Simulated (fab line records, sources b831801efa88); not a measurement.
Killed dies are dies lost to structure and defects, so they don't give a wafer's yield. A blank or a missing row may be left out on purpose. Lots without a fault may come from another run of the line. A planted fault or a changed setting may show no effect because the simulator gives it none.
fab line records | flow sky130
record lots=7 wafers=21 last_day=50
route steps=708 shown PASSIVATION@685 PAD_OPEN@694
lots that met no fault: from a run of the same line without faults
start_h: hours from the record's first day to the start of the lot's first wafer shown | wait_h: hours since the lot's step before | " the same as in the row above | L1.1+2: a row that stands for several wafers | - no value, or no start given | * or withheld: withheld | < > ~ a bound
route shown NAME@n: a module of which the file shows steps, and the number in the route of the first | usual: mean/standard deviation of fault-free wafers | same: alike in all rows | chamber/n: place in a boat | sites: the reading at each site | _std_site: their standard deviation | _edge_site: outer sites' mean less inner sites' | radius_mm: how far each site lies from the wafer's centre | mask NAME#n: copy n | behind: the tool/chamber that last shaped the wafer | hold: why the lot was held/for how many hours/how that ended | device: the transistor (n, p or np) that didn't switch | end of line: the same wafers' tests at the end of the route | a step without rows: its recipe alone | killed: dies lost to structure and defects at the first sort, not the wafer's yield | map: a wafer's dies, x killed, . not, _ none there
set.NAME: the setting as run; set.NAME@STEP: as run at that earlier step | model.NAME: the simulator's own value behind a step, which no gauge read
lots at some steps of the route; a table a step, a row a wafer
services: from which hour (start_h, from the record's first day; less than 0 if before it) a tool's chamber was out of use, for how many hours, and why
## steps
# step SKY_PASSIVATION_DEHYDRATE_04
# recipe temp_c=200 time_s=60
# step SKY_PASSIVATION_HMDS_05
# recipe prime_time_s=60 prime_temp_c=120
# step SKY_PASSIVATION_COAT_06
# recipe spin_rpm=2000 resist_thk_nm=3000
# step SKY_PASSIVATION_SOFTBAKE_07
# recipe temp_c=110 time_s=withheld
# step SKY_PASSIVATION_EXPOSE_08
# recipe mask_id=NSM target_cd_nm=3000 na=0.57 dose_mj=260
# step SKY_PASSIVATION_PEB_09
# recipe temp_c=115 time_s=withheld
# step SKY_PASSIVATION_DEVELOP_10
# recipe develop_time_s=60 dev_temp_c=23
# step SKY_PASSIVATION_ETCH_11
# recipe chemistry=CF4/O2 target_depth_nm=725 stop_on=AlCu source_w=800 bias_w=150 pressure_mtorr=150 cf4_flow_sccm=80 O2_flow_sccm=10 time_s=161.1
# usual drypump_motor_current_A=5.6/0.37 oes_product_au=0.976/0.0077 throttle_valve_pct=5.964/0.01
# columns lot.wafer tool chamber start_h wait_h drypump_motor_current_A oes_product_au rf_hours_counter_h throttle_valve_pct
L832.1 rie_diel-04 0 1109.13 - 5.2 0.980 18 5.978
L832.3 " 2 " " 5.3 0.979 17 5.975
L832.4 " 2 " " 5.3 0.984 - 5.972
L834.1 rie_diel-04 2 1117.13 - 5.3 0.979 17 5.951
L834.2 " 0 " " 5.3 0.981 18 5.970
L834.4 " 3 " " 6.0 0.965 16 5.964
L838.3 rie_diel-04 0 1137.93 - 5.3 0.972 19 5.955
L838.4 " 3 " " 6.0 0.982 17 5.962
L838.5 " 1 " " 5.7 0.981 - 5.971
L839.2 rie_diel-04 3 1143.03 - 6.0 0.969 17 5.938
L839.3 " 0 " " 5.3 0.963 19 5.963
L839.5 " 3 " " 6.0 0.967 - 5.961
L840.2 rie_diel-02 0 1150.08 - 5.2 0.986 11 5.955
L840.3 " 2 " " 6.1 0.979 9 5.951
L840.5 " 0 " " 5.2 0.977 - 5.956
L841.2 rie_diel-04 3 1150.43 - 6.0 0.962 18 5.961
L841.3 " 1 " " 5.8 0.964 18 5.956
L841.4 " 0 " " 5.3 0.972 20 5.982
L847.4 rie_diel-02 2 1182.59 - 6.0 0.980 - 5.959
L847.5 " 0 " " 5.2 0.988 - 5.962
L847.6 " 3 " " 5.2 0.985 - 5.952
# step SKY_PASSIVATION_STRIP_12
# recipe chemistry=O2/N2 power_w=1400 pressure_mtorr=1500 platen_temp_c=withheld overash_fraction=0.7 o2_flow_sccm=3000 n2_flow_sccm=300
# usual drypump_motor_current_A=5.9/0.45 oes_product_au=0.660/0.0048 strip_time_to_endpoint_s=31.56/0.17
# columns lot.wafer tool chamber start_h wait_h drypump_motor_current_A oes_product_au rf_hours_counter_h strip_time_to_endpoint_s
L832.1 plasma_asher-02 1 1109.24 0.1 5.8 0.654 66 31.70
L832.3 " 1 " " 5.9 0.660 - 31.41
L832.4 " 0 " " 5.5 0.663 - 31.45
L834.1 plasma_asher-03 1 1117.23 0.1 6.3 0.657 5 31.51
L834.2 " 0 " " 5.3 0.660 5 31.82
L834.4 " 1 " " 6.3 0.656 - 31.72
L838.3 plasma_asher-02 0 1138.07 0.1 5.6 0.655 - 31.71
L838.4 " 1 " " 5.9 0.657 - 31.84
L838.5 " 0 " " 5.6 0.663 - 31.84
L839.2 plasma_asher-02 0 1143.13 0.1 5.6 0.660 69 31.56
L839.3 " 1 " " 5.9 0.654 - 31.65
L839.5 " 0 " " 5.6 0.656 - 31.42
L840.2 plasma_asher-03 1 1150.18 0.1 6.3 0.664 8 31.54
L840.3 " 1 " " 6.3 0.657 - 31.51
L840.5 " 0 " " 5.2 0.661 - 31.51
L841.2 plasma_asher-02 1 1150.53 0.1 5.9 0.664 70 31.58
L841.3 " 1 " " 5.9 0.667 - 31.62
L841.4 " 0 " " 5.6 0.658 - 31.60
L847.4 plasma_asher-02 1 1182.68 0.0 5.9 0.662 - 31.34
L847.5 " 0 " " 5.6 0.657 - 31.37
L847.6 " 1 " " 5.8 0.664 - 31.24
# step SKY_PAD_OPEN_DEHYDRATE_00
# recipe temp_c=200 time_s=60
# step SKY_PAD_OPEN_HMDS_01
# recipe prime_time_s=60 prime_temp_c=120
# step SKY_PAD_OPEN_COAT_02
# recipe spin_rpm=2000 resist_thk_nm=3000
# step SKY_PAD_OPEN_SOFTBAKE_03
# recipe temp_c=110 time_s=withheld
# usual exhaust_pa=45.2/0.95 heater_power_total_W=65.33/0.14 plate_temp_C=110.02/0.13 resist_line_temp_C=23.02/0.12
# columns lot.wafer tool chamber start_h wait_h exhaust_pa heater_power_total_W plate_temp_C resist_line_temp_C
L832.1 litho_track-03 0 1119.04 0.1 45.4 65.41 109.92 23.02
L832.3 " 0 " " 46.5 65.07 109.99 22.95
L832.4 " 0 " " 46.4 65.34 109.87 22.88
L834.1 litho_track-04 0 1126.93 0.1 42.2 65.14 109.96 23.09
L834.2 " 0 " " 44.0 65.15 110.01 23.04
L834.4 " 0 " " 43.4 65.38 109.83 23.10
L838.3 litho_track-04 0 1147.30 0.1 46.0 64.34 108.54 23.04
L838.4 " 0 " " 47.2 64.05 108.30 22.98
L838.5 " 0 " " 45.8 64.35 108.49 22.91
L839.2 litho_track-04 0 1152.37 0.1 45.9 64.30 108.60 22.97
L839.3 " 0 " " 45.2 64.37 108.76 23.02
L839.5 " 0 " " 45.9 64.00 108.73 22.93
L840.2 litho_track-04 0 1158.52 0.1 44.3 64.03 108.47 23.03
L840.3 " 0 " " 44.1 63.98 108.29 22.98
L840.5 " 0 " " 46.3 64.02 108.40 23.04
L841.2 litho_track-02 0 1159.32 0.1 45.2 65.42 109.96 22.79
L841.3 " 0 " " 45.1 65.41 110.08 22.93
L841.4 " 0 " " 45.2 65.34 110.03 22.86
L847.4 litho_track-02 0 1190.29 0.1 44.1 65.16 110.17 23.14
L847.5 " 0 " " 45.1 65.16 109.97 23.32
L847.6 " 0 " " 46.2 65.22 110.09 23.19
# step SKY_PAD_OPEN_EXPOSE_04
# recipe mask_id=PDM target_cd_nm=60000 na=0.57 dose_mj=260
# step SKY_PAD_OPEN_PROBE_99
# usual defect_limited_yield=82.6/1.9 killed_at_M0_to_M3=43/7.7 killed_at_M4_up=2.9/1.7 killed_at_contacts=24/5.5 killed_at_front_end=15/4 killed_at_other=0.4/0.66 killed_dies=86/9.4 killed_open=47/6.7 killed_short=38/6.2 sort_bin_3_pad_short=0.8/0.42 sort_bin_5_function=10.3/1.5 sort_bin_6_memory=6.4/1.1 sort_n_pass=406/9.4 sort_yield_pct=82.6/1.9
# same gross_dies=492 killed_at_back_side=0 sort_bin_4_leakage[%]=0 sort_bin_8_speed[%]=0
# columns lot.wafer tool chamber start_h wait_h defect_limited_yield[%] killed_at_M0_to_M3 killed_at_M4_up killed_at_contacts killed_at_front_end killed_at_other killed_dies killed_open killed_short sort_bin_3_pad_short[%] sort_bin_5_function[%] sort_bin_6_memory[%] sort_n_pass sort_yield_pct[%]
L832.1 prober-02 - 1131.25 0.1 83.9 35 5 27 12 0 79 42 37 0.6 10.0 5.5 413 83.9
L832.3 prober-02 - 1131.35 0.2 80.9 45 4 25 20 0 94 51 42 0.2 12.8 6.1 398 80.9
L832.4 prober-02 - 1131.40 0.2 82.9 45 2 26 11 0 84 52 32 0.2 10.0 6.9 408 82.9
L834.1 prober-01 - 1138.65 0.1 84.6 35 4 19 18 0 76 45 31 1.2 8.1 6.1 416 84.6
L834.2 prober-01 - 1138.70 0.1 81.7 44 2 25 18 1 90 39 50 1.0 9.1 8.1 402 81.7
L834.4 prober-01 - 1138.80 0.2 86.4 35 1 22 9 0 67 33 34 0.4 10.2 3.0 425 86.4
L838.3 prober-02 - 1158.07 0.2 81.1 45 2 27 18 1 93 49 44 0.6 11.0 7.3 399 81.1
L838.4 prober-02 - 1158.12 0.2 87.6 26 2 18 15 0 61 40 21 0.2 7.7 4.5 431 87.6
L838.5 prober-02 - 1158.17 0.2 81.9 48 3 23 15 0 89 53 36 0.2 11.4 6.5 403 81.9
L839.2 prober-01 - 1164.68 0.1 81.7 53 1 18 18 0 90 50 40 0.2 11.8 6.3 402 81.7
L839.3 prober-01 - 1164.73 0.2 83.3 37 3 28 14 0 82 48 34 1.0 10.0 5.7 410 83.3
L839.5 prober-01 - 1164.83 0.2 81.5 48 1 32 10 0 91 52 39 0.8 12.0 5.7 401 81.5
L840.2 prober-02 - 1169.66 0.1 82.9 37 2 25 19 1 84 50 34 0.4 10.8 5.9 408 82.9
L840.3 prober-02 - 1169.71 0.2 79.3 46 4 30 22 0 102 61 39 0.8 12.8 7.1 390 79.3
L840.5 prober-02 - 1169.81 0.2 84.6 38 0 19 19 0 76 45 31 0.2 9.3 5.9 416 84.6
L841.2 prober-01 - 1170.55 0.1 84.1 32 2 28 15 1 78 44 34 0.4 7.3 8.1 414 84.1
L841.3 prober-01 - 1170.60 0.2 80.3 35 3 38 20 1 97 55 41 0.4 10.0 9.3 395 80.3
L841.4 prober-01 - 1170.65 0.2 85.2 34 2 25 12 0 73 40 33 0.6 10.2 4.1 419 85.2
L847.4 prober-01 - 1200.41 0.2 81.7 47 4 26 11 2 90 47 43 1.6 9.8 6.9 402 81.7
L847.5 prober-01 - 1200.46 0.2 87.0 31 3 20 9 1 64 42 22 0.6 7.9 4.5 428 87.0
L847.6 prober-01 - 1200.51 0.2 81.7 51 4 20 13 2 90 51 39 1.0 11.0 6.3 402 81.7
# killed by level:class
L832.1 CONTACT:geometric_particle:open=12 LI_CONTACT:geometric_particle:open=5 VIA2:geometric_particle:open=5 VIA3:geometric_particle:open=5 POLY_GATE:geometric_particle:short=4 LOCAL_INTERCONNECT:geometric_particle:short=4 METAL1:geometric_particle:short=4 VIA1:geometric_particle:open=4
L832.3 VIA1:geometric_particle:open=12 VIA2:geometric_particle:open=8 CONTACT:geometric_particle:open=6 LI_CONTACT:geometric_particle:open=5 FIELD_ISO:geometric_particle:open=5 LOCAL_INTERCONNECT:geometric_particle:short=5 LI_CONTACT:geometric_particle:short=5 VIA1:geometric_particle:short=5
L832.4 VIA1:geometric_particle:open=14 LI_CONTACT:geometric_particle:open=12 CONTACT:geometric_particle:open=8 METAL2:geometric_particle:short=6 VIA2:geometric_particle:open=5 VIA3:geometric_particle:short=5 FIELD_ISO:geometric_particle:short=4 VIA3:geometric_particle:open=4
L834.1 VIA1:geometric_particle:open=8 VIA2:geometric_particle:open=7 LI_CONTACT:geometric_particle:open=6 VIA3:geometric_particle:open=6 FIELD_ISO:geometric_particle:open=5 LOCAL_INTERCONNECT:geometric_particle:short=5 CONTACT:geometric_particle:open=5 FIELD_ISO:geometric_particle:short=4
L834.2 METAL2:geometric_particle:short=10 CONTACT:geometric_particle:open=9 POLY_GATE:geometric_particle:short=8 VIA3:geometric_particle:open=8 VIA1:geometric_particle:open=7 LI_CONTACT:geometric_particle:open=5 CONTACT:geometric_particle:short=5 LOCAL_INTERCONNECT:geometric_particle:short=4
L834.4 CONTACT:geometric_particle:open=11 VIA1:geometric_particle:open=7 VIA1:geometric_particle:short=5 CONTACT:geometric_particle:short=5 VIA3:geometric_particle:short=5 VIA3:geometric_particle:open=5 VIA2:geometric_particle:short=4 FIELD_ISO:geometric_particle:short=3
L838.3 CONTACT:geometric_particle:open=10 VIA2:geometric_particle:open=8 VIA3:geometric_particle:open=7 VIA1:geometric_particle:open=7 METAL2:geometric_particle:short=7 POLY_GATE:geometric_particle:short=6 LI_CONTACT:geometric_particle:open=6 LOCAL_INTERCONNECT:geometric_particle:short=6
L838.4 CONTACT:geometric_particle:open=10 VIA3:geometric_particle:open=6 FIELD_ISO:geometric_particle:open=5 VIA2:geometric_particle:open=5 POLY_GATE:geometric_particle:short=5 VIA1:geometric_particle:open=5 LI_CONTACT:geometric_particle:open=4 VIA2:geometric_particle:short=3
L838.5 VIA3:geometric_particle:open=11 CONTACT:geometric_particle:open=9 METAL1:geometric_particle:short=8 LI_CONTACT:geometric_particle:open=8 VIA2:geometric_particle:open=8 VIA1:geometric_particle:open=7 VIA1:geometric_particle:short=4 SPACER:geometric_particle:short=4
L839.2 VIA1:geometric_particle:open=13 METAL1:geometric_particle:short=9 LI_CONTACT:geometric_particle:open=8 CONTACT:geometric_particle:open=7 FIELD_ISO:geometric_particle:short=6 VIA2:geometric_particle:open=6 VIA3:geometric_particle:open=6 VIA2:geometric_particle:short=5
L839.3 VIA1:geometric_particle:open=13 CONTACT:geometric_particle:open=9 VIA2:geometric_particle:open=7 LOCAL_INTERCONNECT:geometric_particle:short=6 CONTACT:geometric_particle:short=6 FIELD_ISO:geometric_particle:short=3 LOCAL_INTERCONNECT:geometric_particle:open=3 METAL1:geometric_particle:open=3
L839.5 LI_CONTACT:geometric_particle:open=10 METAL1:geometric_particle:short=10 LOCAL_INTERCONNECT:geometric_particle:short=9 VIA1:geometric_particle:open=9 VIA3:geometric_particle:open=7 CONTACT:geometric_particle:open=6 VIA2:geometric_particle:open=6 POLY_GATE:geometric_particle:open=5
L840.2 CONTACT:geometric_particle:open=13 LI_CONTACT:geometric_particle:open=9 METAL1:geometric_particle:short=7 VIA1:geometric_particle:open=6 FIELD_ISO:geometric_particle:open=4 POLY_GATE:geometric_particle:short=4 VIA2:geometric_particle:open=4 VIA3:geometric_particle:short=4
L840.3 LI_CONTACT:geometric_particle:open=11 CONTACT:geometric_particle:open=11 VIA1:geometric_particle:open=9 FIELD_ISO:geometric_particle:open=8 FIELD_ISO:geometric_particle:short=7 METAL1:geometric_particle:short=7 VIA2:geometric_particle:open=6 CONTACT:geometric_particle:short=5
L840.5 VIA1:geometric_particle:open=10 METAL1:geometric_particle:short=9 LI_CONTACT:geometric_particle:open=7 FIELD_ISO:geometric_particle:open=6 CONTACT:geometric_particle:open=6 FIELD_ISO:geometric_particle:short=5 VIA3:geometric_particle:open=5 VIA2:geometric_particle:open=4
L841.2 CONTACT:geometric_particle:open=9 LI_CONTACT:geometric_particle:open=8 VIA2:geometric_particle:open=7 POLY_GATE:geometric_particle:open=5 CONTACT:geometric_particle:short=5 VIA3:geometric_particle:open=5 FIELD_ISO:geometric_particle:short=4 METAL1:geometric_particle:short=4
L841.3 CONTACT:geometric_particle:open=18 VIA1:geometric_particle:short=7 CONTACT:geometric_particle:short=6 VIA1:geometric_particle:open=6 POLY_GATE:geometric_particle:open=5 LI_CONTACT:geometric_particle:open=5 LOCAL_INTERCONNECT:geometric_particle:short=5 VIA3:geometric_particle:open=5
L841.4 CONTACT:geometric_particle:open=12 VIA1:geometric_particle:open=7 VIA1:geometric_particle:short=5 POLY_GATE:geometric_particle:short=4 LI_CONTACT:geometric_particle:open=4 CONTACT:geometric_particle:short=4 METAL2:geometric_particle:short=4 POLY_GATE:geometric_particle:open=3
L847.4 CONTACT:geometric_particle:open=11 VIA2:geometric_particle:open=8 METAL2:geometric_particle:short=7 VIA3:geometric_particle:open=7 LOCAL_INTERCONNECT:geometric_particle:short=5 VIA1:geometric_particle:open=5 LI_CONTACT:geometric_particle:open=4 CONTACT:geometric_particle:short=4
L847.5 VIA1:geometric_particle:open=13 LI_CONTACT:geometric_particle:open=7 CONTACT:geometric_particle:open=6 VIA2:geometric_particle:open=6 CONTACT:geometric_particle:short=4 FIELD_ISO:geometric_particle:open=3 POLY_GATE:geometric_particle:short=3 METAL1:geometric_particle:short=3
L847.6 VIA1:geometric_particle:open=10 VIA2:geometric_particle:open=9 METAL1:geometric_particle:short=9 CONTACT:geometric_particle:open=8 METAL2:geometric_particle:short=7 LI_CONTACT:geometric_particle:open=5 VIA3:geometric_particle:open=5 FIELD_ISO:geometric_particle:open=4
## services
# columns tool chamber start_h hours kind
rie_diel-04 3 1097.35 13.2 repair
rie_diel-02 - 1109.86 0.4 repair
plasma_asher-03 - 1161.16 28.1 pm
rie_diel-02 1 1177.96 8.5 repair
rie_diel-02 3 1186.45 - clean
rie_diel-02 3 1186.45 - consumable_replace:focus_ring
## key
first_sign step=SKY_PAD_OPEN_SOFTBAKE_03 reading=plate_temp_C direction=down sigmas=11 usual=* struck=*
effect step=SKY_PAD_OPEN_SOFTBAKE_03 reading=heater_power_total_W direction=down sigmas=8.6 usual=* struck=*
met_at SKY_PAD_OPEN_SOFTBAKE_03
struck_wafers L838.3,L838.4,L838.5,L839.2,L839.3,L839.5,L840.2,L840.3,L840.5
onset_between 1126.93 1147.30
fault kind=process_parameter_drift tool=litho_track-04 chamber=- onset_h=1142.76 steps=SKY_PAD_OPEN_SOFTBAKE_03 channel=temp_c offset=* shape=step end_h=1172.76 acts_in=* stated=*
